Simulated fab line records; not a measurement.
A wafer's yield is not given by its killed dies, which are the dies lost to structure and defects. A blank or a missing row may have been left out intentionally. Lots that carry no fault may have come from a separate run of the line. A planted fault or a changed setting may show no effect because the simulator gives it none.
Which tool was responsible? :: flow sky130 :: Sampling: 13 lots, 39 wafers, 5 of 708 route steps

== WHAT THE GAUGES SHOWED, per wafer ==
SKY_LI_CONTACT_THK_MEAS_23: measures by xrf.
lot: L476
measured: day 28 23:34
on: filmMetro-04
LI_CONTACT_W_THK (nm): 404 405 404

lot: L477
measured: day 29 06:19
on: filmMetro-04
LI_CONTACT_W_THK (nm): 405 409 405

lot: L480
measured: day 30 14:56
on: filmMetro-02
LI_CONTACT_W_THK (nm): 398 395 395

lot: L481
measured: day 30 19:05
on: filmMetro-01
LI_CONTACT_W_THK (nm): 405 405 411

lot: L482
measured: day 31 12:02
on: filmMetro-04
LI_CONTACT_W_THK (nm): 412 412 411

lot: L483
measured: day 31 23:43
on: filmMetro-04
LI_CONTACT_W_THK (nm): 412 405 410

lot: L484
measured: day 32 01:29
on: filmMetro-04
LI_CONTACT_W_THK (nm): 418 416 419

lot: L485
measured: day 32 08:59
on: filmMetro-01
LI_CONTACT_W_THK (nm): 416 412 403

lot: L490
measured: day 33 17:53
on: filmMetro-01
LI_CONTACT_W_THK (nm): 410 404 405

lot: L495
measured: day 35 06:01
on: filmMetro-04
LI_CONTACT_W_THK (nm): 406 407 414

lot: L496
measured: day 35 14:28
on: filmMetro-02
LI_CONTACT_W_THK (nm): 396 401 395

lot: L497
measured: day 35 19:53
on: filmMetro-01
LI_CONTACT_W_THK (nm): 414 410 412

lot: L499
measured: day 36 06:34
on: filmMetro-02
LI_CONTACT_W_THK (nm): 401 405 401

SKY_LOCAL_INTERCONNECT_THK_MEAS_02: measures by xrf.
lot: L476
measured: day 29 00:06
on: filmMetro-04
LOCAL_INTERCONNECT_TIN_THK (nm): 102.1 101.8 101.8

lot: L477
measured: day 29 06:51
on: filmMetro-03
LOCAL_INTERCONNECT_TIN_THK (nm): 102.1 103.0 102.2

lot: L480
measured: day 30 15:29
on: filmMetro-03
LOCAL_INTERCONNECT_TIN_THK (nm): 102.7 102.9 102.7

lot: L481
measured: day 30 19:37
on: filmMetro-01
LOCAL_INTERCONNECT_TIN_THK (nm): 103.4 102.8 102.6

lot: L482
measured: day 31 12:34
on: filmMetro-03
LOCAL_INTERCONNECT_TIN_THK (nm): 102.8 102.3 102.9

lot: L483
measured: day 32 00:15
on: filmMetro-04
LOCAL_INTERCONNECT_TIN_THK (nm): 103.1 103.7 103.1

lot: L484
measured: day 32 02:05
on: filmMetro-03
LOCAL_INTERCONNECT_TIN_THK (nm): 104.9 105.6 106.0

lot: L485
measured: day 32 09:33
on: filmMetro-01
LOCAL_INTERCONNECT_TIN_THK (nm): 102.7 102.1 102.8

lot: L490
measured: day 33 18:25
on: filmMetro-01
LOCAL_INTERCONNECT_TIN_THK (nm): 103.1 103.5 103.9

lot: L495
measured: day 35 06:34
on: filmMetro-04
LOCAL_INTERCONNECT_TIN_THK (nm): 103.3 103.5 103.7

lot: L496
measured: day 35 15:00
on: filmMetro-01
LOCAL_INTERCONNECT_TIN_THK (nm): 101.1 102.2 102.1

lot: L497
measured: day 35 20:26
on: filmMetro-03
LOCAL_INTERCONNECT_TIN_THK (nm): 102.1 103.1 102.3

lot: L499
measured: day 36 07:06
on: filmMetro-04
LOCAL_INTERCONNECT_TIN_THK (nm): 103.6 103.4 104.2

SKY_CONTACT_THK_MEAS_03.
lot: L476
measured: day 30 04:46
on: filmMetro-04
CONTACT_HDPCVD_THK (nm): 575 566 563

lot: L477
measured: day 30 11:56
on: filmMetro-04
CONTACT_HDPCVD_THK (nm): 565 566 567

lot: L480
measured: day 31 20:40
on: filmMetro-03
CONTACT_HDPCVD_THK (nm): 561 561 560

lot: L481
measured: day 32 00:15
on: filmMetro-02
CONTACT_HDPCVD_THK (nm): 568 563 568

lot: L482
measured: day 32 17:21
on: filmMetro-04
CONTACT_HDPCVD_THK (nm): 566 568 565

lot: L483
measured: day 33 03:41
on: filmMetro-02
CONTACT_HDPCVD_THK (nm): 566 565 560

lot: L484
measured: day 33 06:13
on: filmMetro-02
CONTACT_HDPCVD_THK (nm): 578 574 570

lot: L485
measured: day 33 13:01
on: filmMetro-02
CONTACT_HDPCVD_THK (nm): 571 567 570

lot: L490
measured: day 34 21:12
on: filmMetro-04
CONTACT_HDPCVD_THK (nm): 450 575 443

lot: L495
measured: day 36 10:12
on: filmMetro-03
CONTACT_HDPCVD_THK (nm): 576 574 572

lot: L496
measured: day 36 18:19
on: filmMetro-04
CONTACT_HDPCVD_THK (nm): 567 566 572

lot: L497
measured: day 36 22:27
on: filmMetro-02
CONTACT_HDPCVD_THK (nm): 567 571 568

lot: L499
measured: day 37 09:41
on: filmMetro-04
CONTACT_HDPCVD_THK (nm): 564 570 561

== EACH LOT AND THE TOOL THAT RAN IT (in order: tool; ch and the chambers of the sampled wafers; start) ==
lot: L476
SKY_LI_CONTACT_ETCH_15: rieDiel-01 ch 0,2, day 28 22:48
SKY_CONTACT_HDPCVD_02: hdpcvd-01 ch 0,1,2, day 30 04:41

lot: L477
SKY_LI_CONTACT_ETCH_15: rieDiel-03 ch 0,1, day 29 05:32
SKY_CONTACT_HDPCVD_02: hdpcvd-01 ch 1,2, day 30 11:52

lot: L480
SKY_LI_CONTACT_ETCH_15: rieDiel-04 ch 0,2,3, day 30 14:10
SKY_CONTACT_HDPCVD_02: hdpcvd-02 ch 1,2, day 31 20:35

lot: L481
SKY_LI_CONTACT_ETCH_15: rieDiel-01 ch 0,1, day 30 18:18
SKY_CONTACT_HDPCVD_02: hdpcvd-02 ch 1,2, day 32 00:11

lot: L482
SKY_LI_CONTACT_ETCH_15: rieDiel-01 ch 0,1, day 31 11:15
SKY_CONTACT_HDPCVD_02: hdpcvd-02 ch 0,1, day 32 17:16

lot: L483
SKY_LI_CONTACT_ETCH_15: rieDiel-01 ch 0,2, day 31 22:57
SKY_CONTACT_HDPCVD_02: hdpcvd-02 ch 0,1,2, day 33 03:37

lot: L484
SKY_LI_CONTACT_ETCH_15: rieDiel-03 ch 0,1,3, day 32 00:41
SKY_CONTACT_HDPCVD_02: hdpcvd-01 ch 0,1,2, day 33 06:07

lot: L485
SKY_LI_CONTACT_ETCH_15: rieDiel-03 ch 0,2, day 32 08:12
SKY_CONTACT_HDPCVD_02: hdpcvd-01 ch 0,1,2, day 33 12:57

lot: L490
SKY_LI_CONTACT_ETCH_15: rieDiel-04 ch 0,2, day 33 17:05
SKY_CONTACT_HDPCVD_02: hdpcvd-01 ch 0,1, day 34 21:07

lot: L495
SKY_LI_CONTACT_ETCH_15: rieDiel-03 ch 0,1,3, day 35 05:14
SKY_CONTACT_HDPCVD_02: hdpcvd-02 ch 1,2, day 36 10:07

lot: L496
SKY_LI_CONTACT_ETCH_15: rieDiel-01 ch 0,2,3, day 35 13:41
SKY_CONTACT_HDPCVD_02: hdpcvd-02 ch 0,1,2, day 36 18:15

lot: L497
SKY_LI_CONTACT_ETCH_15: rieDiel-01 ch 0,2,3, day 35 19:07
SKY_CONTACT_HDPCVD_02: hdpcvd-02 ch 1,2, day 36 22:23

lot: L499
SKY_LI_CONTACT_ETCH_15: rieDiel-04 ch 1,3, day 36 05:47
SKY_CONTACT_HDPCVD_02: hdpcvd-02 ch 0,1,2, day 37 09:37
- SKY_LI_CONTACT_ETCH_15: etches PSG in C4F8/O2/Ar, stops on Si, target depth 600 nm.
- SKY_CONTACT_HDPCVD_02: deposits SiO2, target thk 565 nm, time 94.2 s.

== WHAT THE TOOLS THEMSELVES READ (means of the sampled wafers that have a number; where no wafer has one, the mark that the record gives instead) ==
SKY_LI_CONTACT_ETCH_15.
lot: L476
tool: rieDiel-01
oesProductAu (a.u.): 0.850

lot: L477
tool: rieDiel-03
oesProductAu (a.u.): 0.844

lot: L480
tool: rieDiel-04
oesProductAu (a.u.): 0.851

lot: L481
tool: rieDiel-01
oesProductAu (a.u.): 0.844

lot: L482
tool: rieDiel-01
oesProductAu (a.u.): 0.851

lot: L483
tool: rieDiel-01
oesProductAu (a.u.): 0.848

lot: L484
tool: rieDiel-03
oesProductAu (a.u.): 0.845

lot: L485
tool: rieDiel-03
oesProductAu (a.u.): 0.848

lot: L490
tool: rieDiel-04
oesProductAu (a.u.): 0.849

lot: L495
tool: rieDiel-03
oesProductAu (a.u.): 0.852

lot: L496
tool: rieDiel-01
oesProductAu (a.u.): 0.851

lot: L497
tool: rieDiel-01
oesProductAu (a.u.): 0.846

lot: L499
tool: rieDiel-04
oesProductAu (a.u.): 0.853

== THE ANSWER, worked out from the rows above alone ==
Rule: the lots themselves supply what counts as usual. The widest of any qualifying gaps counts: lots, ordered by their means at a reading, are off when they make up no more than a third of the lots, leave a main group of 4 or more, and stand apart from it by 3 or more times the standard deviation of that group's means. The tables above print the reading to a certain number of digits; a main group whose means all agree to those digits is not used. A lot without any number at a reading at which 4 lots or more have one is off too. Any other lot the step has rows for is counted as sound. The gauges are gone through in route order, then the tools' own readings, and for those a lot's mean is taken as printed above. The first step at which some lot is off is used, and at that step the reading that is off furthest; a lot without a number counts as furthest.
Off: L490, at SKY_CONTACT_THK_MEAS_03 (CONTACT_HDPCVD_THK). For the main group the mean is 568 nm and the standard deviation 3.7.
If a tool, at a process step before that reading, ran all the lots that are off and no sound lot after the first of them, it fits. Those tools and the gauges at SKY_CONTACT_THK_MEAS_03 are tried in the same way. One fits: hdpcvd-01 at SKY_CONTACT_HDPCVD_02. A fault onset in the window from L485 (day 33 12:57, its last sound lot) to L490 (day 34 21:07, its first lot off) fits.

== WHAT WAS PUT IN BY THE SIMULATOR ==
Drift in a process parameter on hdpcvd-01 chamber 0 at SKY_CONTACT_HDPCVD_02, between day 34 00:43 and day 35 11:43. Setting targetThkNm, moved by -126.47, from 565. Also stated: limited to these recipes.
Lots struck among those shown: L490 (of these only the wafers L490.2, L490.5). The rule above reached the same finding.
